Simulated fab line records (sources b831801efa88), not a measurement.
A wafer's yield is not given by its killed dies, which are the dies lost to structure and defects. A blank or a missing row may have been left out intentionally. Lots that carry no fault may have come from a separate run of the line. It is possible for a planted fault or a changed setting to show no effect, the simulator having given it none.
What tool caused it? || flow gf180mcu || 11 lots with 33 wafers sampled at 5 steps, on a route of 602 steps

WHAT THE GAUGES SHOWED, per wafer
GF_STI_THK_MEAS_04. Usual: STI_CVD_03_THK gives 208.6 nm (standard deviation 1.8).
{"lot": "L422", "measured": "day 1 19:40", "on": "filmMetro-02", "STI_CVD_03_THK (nm)": "208.9 208.4 209.1", "flag": ""}
{"lot": "L423", "measured": "day 1 19:39", "on": "filmMetro-01", "STI_CVD_03_THK (nm)": "209.2 210.7 208.7", "flag": ""}
{"lot": "L424", "measured": "day 2 03:47", "on": "filmMetro-01", "STI_CVD_03_THK (nm)": "208.4 207.8 209.4", "flag": ""}
{"lot": "L425", "measured": "day 2 09:34", "on": "filmMetro-01", "STI_CVD_03_THK (nm)": "210.1 208.4 210.6", "flag": ""}
{"lot": "L428", "measured": "day 2 19:34", "on": "filmMetro-03", "STI_CVD_03_THK (nm)": "207.0 205.7 207.3", "flag": ""}
{"lot": "L431", "measured": "day 3 12:23", "on": "filmMetro-01", "STI_CVD_03_THK (nm)": "207.1 209.0 208.4", "flag": ""}
{"lot": "L433", "measured": "day 3 21:43", "on": "filmMetro-03", "STI_CVD_03_THK (nm)": "208.9 207.6 209.2", "flag": ""}
{"lot": "L434", "measured": "day 4 06:12", "on": "filmMetro-02", "STI_CVD_03_THK (nm)": "211.1 209.2 212.3", "flag": ""}
{"lot": "L437", "measured": "day 4 16:34", "on": "filmMetro-02", "STI_CVD_03_THK (nm)": "208.0 208.9 208.5", "flag": ""}
{"lot": "L444", "measured": "day 6 04:17", "on": "filmMetro-01", "STI_CVD_03_THK (nm)": "160.3 157.9 158.9 160.3 157.8 158.6", "flag": "OFF"}
{"lot": "L445", "measured": "day 6 08:34", "on": "filmMetro-02", "STI_CVD_03_THK (nm)": "208.1 208.6 209.2", "flag": ""}

GF_V2_OVL_MEAS_15. Usual: V2_OVL gives 1 nm (standard deviation 4.9).
{"lot": "L422", "measured": "day 20 23:46", "on": "overlay-01", "V2_OVL (nm)": "-2 3 -6", "flag": ""}
{"lot": "L423", "measured": "day 21 00:28", "on": "overlay-02", "V2_OVL (nm)": "-1 -4 1", "flag": ""}
{"lot": "L424", "measured": "day 21 12:20", "on": "overlay-02", "V2_OVL (nm)": "8 4 7", "flag": ""}
{"lot": "L425", "measured": "day 21 18:51", "on": "overlay-01", "V2_OVL (nm)": "1 3 -4", "flag": ""}
{"lot": "L428", "measured": "day 22 15:44", "on": "overlay-01", "V2_OVL (nm)": "-5 -5 -11", "flag": ""}
{"lot": "L431", "measured": "day 24 05:45", "on": "overlay-02", "V2_OVL (nm)": "-4 -5 -1", "flag": ""}
{"lot": "L433", "measured": "day 24 12:37", "on": "overlay-02", "V2_OVL (nm)": "10 0 10", "flag": ""}
{"lot": "L434", "measured": "day 24 21:36", "on": "overlay-02", "V2_OVL (nm)": "3 -2 2", "flag": ""}
{"lot": "L437", "measured": "day 25 15:11", "on": "overlay-02", "V2_OVL (nm)": "8 5 0", "flag": ""}
{"lot": "L444", "measured": "day 27 18:52", "on": "overlay-01", "V2_OVL (nm)": "-1 0 -1", "flag": ""}
{"lot": "L445", "measured": "day 27 23:46", "on": "overlay-01", "V2_OVL (nm)": "-11 6 -7", "flag": ""}

GF_V3_CD_MEAS_14 targets a cd of 260 nm. Usual: cdNm at 259.8 nm, with a standard deviation of 1.2.
{"lot": "L422", "measured": "day 23 01:35", "on": "cdSem-01", "cdNm (nm)": "260.6 259.8 259.8", "flag": ""}
{"lot": "L423", "measured": "day 23 01:49", "on": "cdSem-02", "cdNm (nm)": "260.3 260.3 260.5", "flag": ""}
{"lot": "L424", "measured": "day 23 14:02", "on": "cdSem-01", "cdNm (nm)": "259.5 260.8 259.8", "flag": ""}
{"lot": "L425", "measured": "day 23 19:41", "on": "cdSem-01", "cdNm (nm)": "259.9 261.3 260.5", "flag": ""}
{"lot": "L428", "measured": "day 24 15:49", "on": "cdSem-02", "cdNm (nm)": "260.7 260.2 260.3", "flag": ""}
{"lot": "L431", "measured": "day 26 04:01", "on": "cdSem-01", "cdNm (nm)": "259.2 260.6 259.3", "flag": ""}
{"lot": "L433", "measured": "day 26 09:40", "on": "cdSem-01", "cdNm (nm)": "258.1 257.5 258.1", "flag": ""}
{"lot": "L434", "measured": "day 26 17:55", "on": "cdSem-01", "cdNm (nm)": "258.9 259.1 259.9", "flag": ""}
{"lot": "L437", "measured": "day 27 11:11", "on": "cdSem-02", "cdNm (nm)": "258.6 257.7 258.7", "flag": ""}
{"lot": "L444", "measured": "day 29 13:50", "on": "cdSem-01", "cdNm (nm)": "258.8 259.1 259.5", "flag": ""}
{"lot": "L445", "measured": "day 29 17:56", "on": "cdSem-01", "cdNm (nm)": "261.7 261.0 261.6", "flag": ""}

EACH LOT AND THE TOOL THAT RAN IT (in order: tool; ch and the chambers of the sampled wafers; start)
{"lot": "L422", "GF_STI_CVD_03": "lpcvd-02 ch 0, day 1 17:40", "GF_STI_ETCH_13": "rieDiel-03 ch 0,2,3, day 2 07:05"}
{"lot": "L423", "GF_STI_CVD_03": "lpcvd-02 ch 1, day 1 17:40", "GF_STI_ETCH_13": "rieDiel-02 ch 1,2,3, day 2 07:18"}
{"lot": "L424", "GF_STI_CVD_03": "lpcvd-01 ch 1, day 2 01:46", "GF_STI_ETCH_13": "rieDiel-01 ch 1,2,3, day 2 15:46"}
{"lot": "L425", "GF_STI_CVD_03": "lpcvd-02 ch 1, day 2 06:35", "GF_STI_ETCH_13": "rieDiel-01 ch 0,2,3, day 2 22:23"}
{"lot": "L428", "GF_STI_CVD_03": "lpcvd-01 ch 1, day 2 17:34", "GF_STI_ETCH_13": "rieDiel-01 ch 0,1,3, day 3 08:05"}
{"lot": "L431", "GF_STI_CVD_03": "lpcvd-02 ch 0, day 3 09:25", "GF_STI_ETCH_13": "rieDiel-02 ch 0,2,3, day 4 02:22"}
{"lot": "L433", "GF_STI_CVD_03": "lpcvd-01 ch 1, day 3 19:43", "GF_STI_ETCH_13": "rieDiel-02 ch 1,2,3, day 4 09:39"}
{"lot": "L434", "GF_STI_CVD_03": "lpcvd-01 ch 0, day 4 04:13", "GF_STI_ETCH_13": "rieDiel-01 ch 0,1,2, day 4 19:00"}
{"lot": "L437", "GF_STI_CVD_03": "lpcvd-02 ch 1, day 4 14:34", "GF_STI_ETCH_13": "rieDiel-01 ch 0,1,3, day 5 06:39"}
{"lot": "L444", "GF_STI_CVD_03": "lpcvd-01 ch 0, day 6 02:18", "GF_STI_ETCH_13": "rieDiel-02 ch 0,1, day 6 19:33"}
{"lot": "L445", "GF_STI_CVD_03": "lpcvd-02 ch 0, day 6 06:34", "GF_STI_ETCH_13": "rieDiel-01 ch 0,1, day 6 23:40"}
- GF_STI_CVD_03: deposits Si3N4 from DCS/NH3, target thk 207.16 nm, time 3551 s.
- GF_STI_ETCH_13: etches the open film in CHF3/O2, stops on Si, target depth 282.31 nm, time 112.9 s.

AS READ BY THE TOOLS THEMSELVES (means over the sampled wafers that have a number; for cases with no such wafer, the mark the record gives instead)
GF_STI_CVD_03. Usual: spikeTcBottomC 790.8 C, standard deviation 2.3; spikeTcCentreC 771.3 C, standard deviation 1.7; spikeTcLowerC 770.6 C, standard deviation 1.2; spikeTcTopC 784 C, standard deviation 3.2; spikeTcUpperC 770.2 C, standard deviation 1.2; susceptorTempC 770.0 C, standard deviation 0.34.
{"lot": "L422", "tool": "lpcvd-02", "spikeTcBottomC (C)": 789.6, "spikeTcCentreC (C)": 770.2, "spikeTcLowerC (C)": 771.5, "spikeTcTopC (C)": 787, "spikeTcUpperC (C)": 769.8, "susceptorTempC (C)": 770.0, "flag": ""}
{"lot": "L423", "tool": "lpcvd-02", "spikeTcBottomC (C)": 787.1, "spikeTcCentreC (C)": 769.9, "spikeTcLowerC (C)": 770.1, "spikeTcTopC (C)": 785, "spikeTcUpperC (C)": 768.8, "susceptorTempC (C)": 770.2, "flag": ""}
{"lot": "L424", "tool": "lpcvd-01", "spikeTcBottomC (C)": 792.0, "spikeTcCentreC (C)": 772.1, "spikeTcLowerC (C)": 770.3, "spikeTcTopC (C)": 784, "spikeTcUpperC (C)": 771.5, "susceptorTempC (C)": 770.3, "flag": ""}
{"lot": "L425", "tool": "lpcvd-02", "spikeTcBottomC (C)": 788.7, "spikeTcCentreC (C)": 771.5, "spikeTcLowerC (C)": 769.4, "spikeTcTopC (C)": 786, "spikeTcUpperC (C)": 769.3, "susceptorTempC (C)": 770.2, "flag": ""}
{"lot": "L428", "tool": "lpcvd-01", "spikeTcBottomC (C)": 791.7, "spikeTcCentreC (C)": 772.5, "spikeTcLowerC (C)": 769.4, "spikeTcTopC (C)": 785, "spikeTcUpperC (C)": 771.3, "susceptorTempC (C)": 769.8, "flag": ""}
{"lot": "L431", "tool": "lpcvd-02", "spikeTcBottomC (C)": 789.4, "spikeTcCentreC (C)": 770.8, "spikeTcLowerC (C)": 771.5, "spikeTcTopC (C)": 787, "spikeTcUpperC (C)": 770.6, "susceptorTempC (C)": 769.3, "flag": ""}
{"lot": "L433", "tool": "lpcvd-01", "spikeTcBottomC (C)": 792.5, "spikeTcCentreC (C)": 773.6, "spikeTcLowerC (C)": 769.1, "spikeTcTopC (C)": 784, "spikeTcUpperC (C)": 769.9, "susceptorTempC (C)": 770.1, "flag": ""}
{"lot": "L434", "tool": "lpcvd-01", "spikeTcBottomC (C)": 793.6, "spikeTcCentreC (C)": 769.2, "spikeTcLowerC (C)": 771.7, "spikeTcTopC (C)": 777, "spikeTcUpperC (C)": 770.2, "susceptorTempC (C)": 770.4, "flag": ""}
{"lot": "L437", "tool": "lpcvd-02", "spikeTcBottomC (C)": 788.0, "spikeTcCentreC (C)": 771.3, "spikeTcLowerC (C)": 770.0, "spikeTcTopC (C)": 784, "spikeTcUpperC (C)": 769.5, "susceptorTempC (C)": 769.6, "flag": ""}
{"lot": "L444", "tool": "lpcvd-01", "spikeTcBottomC (C)": 780.7, "spikeTcCentreC (C)": 754.9, "spikeTcLowerC (C)": 758.6, "spikeTcTopC (C)": 765, "spikeTcUpperC (C)": 755.8, "susceptorTempC (C)": 756.6, "flag": "OFF"}
{"lot": "L445", "tool": "lpcvd-02", "spikeTcBottomC (C)": 789.2, "spikeTcCentreC (C)": 771.1, "spikeTcLowerC (C)": 772.6, "spikeTcTopC (C)": 787, "spikeTcUpperC (C)": 769.2, "susceptorTempC (C)": 769.9, "flag": ""}

GF_STI_ETCH_13. Usual: biasW 200.0 W, standard deviation 0.56; drypumpMotorCurrentA 5.8 A, standard deviation 0.47; oesProductAu 0.835 a.u., standard deviation 0.0059; throttleValvePct 8.811 %, standard deviation 0.0081.
{"lot": "L422", "tool": "rieDiel-03", "biasW (W)": 199.8, "drypumpMotorCurrentA (A)": 5.3, "oesProductAu (a.u.)": 0.836, "throttleValvePct (%)": 8.816, "flag": ""}
{"lot": "L423", "tool": "rieDiel-02", "biasW (W)": 200.4, "drypumpMotorCurrentA (A)": 5.6, "oesProductAu (a.u.)": 0.837, "throttleValvePct (%)": 8.806, "flag": ""}
{"lot": "L424", "tool": "rieDiel-01", "biasW (W)": 200.4, "drypumpMotorCurrentA (A)": 6.1, "oesProductAu (a.u.)": 0.830, "throttleValvePct (%)": 8.816, "flag": ""}
{"lot": "L425", "tool": "rieDiel-01", "biasW (W)": 200.2, "drypumpMotorCurrentA (A)": 6.1, "oesProductAu (a.u.)": 0.840, "throttleValvePct (%)": 8.803, "flag": ""}
{"lot": "L428", "tool": "rieDiel-01", "biasW (W)": 200.1, "drypumpMotorCurrentA (A)": 6.3, "oesProductAu (a.u.)": 0.832, "throttleValvePct (%)": 8.817, "flag": ""}
{"lot": "L431", "tool": "rieDiel-02", "biasW (W)": 200.1, "drypumpMotorCurrentA (A)": 5.7, "oesProductAu (a.u.)": 0.836, "throttleValvePct (%)": 8.811, "flag": ""}
{"lot": "L433", "tool": "rieDiel-02", "biasW (W)": 199.9, "drypumpMotorCurrentA (A)": 5.6, "oesProductAu (a.u.)": 0.831, "throttleValvePct (%)": 8.805, "flag": ""}
{"lot": "L434", "tool": "rieDiel-01", "biasW (W)": 199.7, "drypumpMotorCurrentA (A)": 6.0, "oesProductAu (a.u.)": 0.838, "throttleValvePct (%)": 8.813, "flag": ""}
{"lot": "L437", "tool": "rieDiel-01", "biasW (W)": 199.6, "drypumpMotorCurrentA (A)": 6.3, "oesProductAu (a.u.)": 0.831, "throttleValvePct (%)": 8.812, "flag": ""}
{"lot": "L444", "tool": "rieDiel-02", "biasW (W)": 200.0, "drypumpMotorCurrentA (A)": 5.4, "oesProductAu (a.u.)": 0.726, "throttleValvePct (%)": 8.777, "flag": "OFF"}
{"lot": "L445", "tool": "rieDiel-01", "biasW (W)": 200.0, "drypumpMotorCurrentA (A)": 6.2, "oesProductAu (a.u.)": 0.833, "throttleValvePct (%)": 8.810, "flag": ""}

THE ANSWER, worked out from the rows above alone
Rule: a lot counts as off when the mean over its wafers that have a number is more than 3 standard deviations away from the usual mean. Also off: a lot with no number at a reading for which 4 or more lots have one. Any other lot the step has rows for is counted as sound. After the gauges, taken in route order, come the tools' own readings; for these a lot's mean is taken, as printed above. At the first step where some lot is off, the reading lying furthest off is the one used; lots without a number count as furthest.
Off: L444, seen at GF_STI_THK_MEAS_04 (STI_CVD_03_THK).
If a tool, at a process step before that reading, ran all the lots that are off and no sound lot after the first of them, it fits. Not tried: the gauges at GF_STI_THK_MEAS_04; whatever is off there is also off at GF_STI_CVD_03, on other tools, and gauge error can't account for it. One fits: lpcvd-01 at GF_STI_CVD_03. A fault onset in the window from L434 (day 4 04:13, its last sound lot) to L444 (day 6 02:18, its first lot off) fits.
The tool's own readings at GF_STI_CVD_03 bear it out: on the lots that are off they differ by more than 5 times the standard deviation of the sound lots' means. spikeTcCentreC reads 754.9 C there against 771.2 C on the sound lots; spikeTcLowerC reads 758.6 C there against 770.6 C on the sound lots; spikeTcTopC reads 765 C there against 785 C on the sound lots; spikeTcUpperC reads 755.8 C there against 770.0 C on the sound lots; susceptorTempC reads 756.6 C there against 770.0 C on the sound lots.

WHAT THE SIMULATOR HAD INSERTED
lpcvd-01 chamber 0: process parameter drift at GF_STI_CVD_03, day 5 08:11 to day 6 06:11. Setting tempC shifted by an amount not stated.
Struck lots among those shown: L444. Same finding as the rule above.
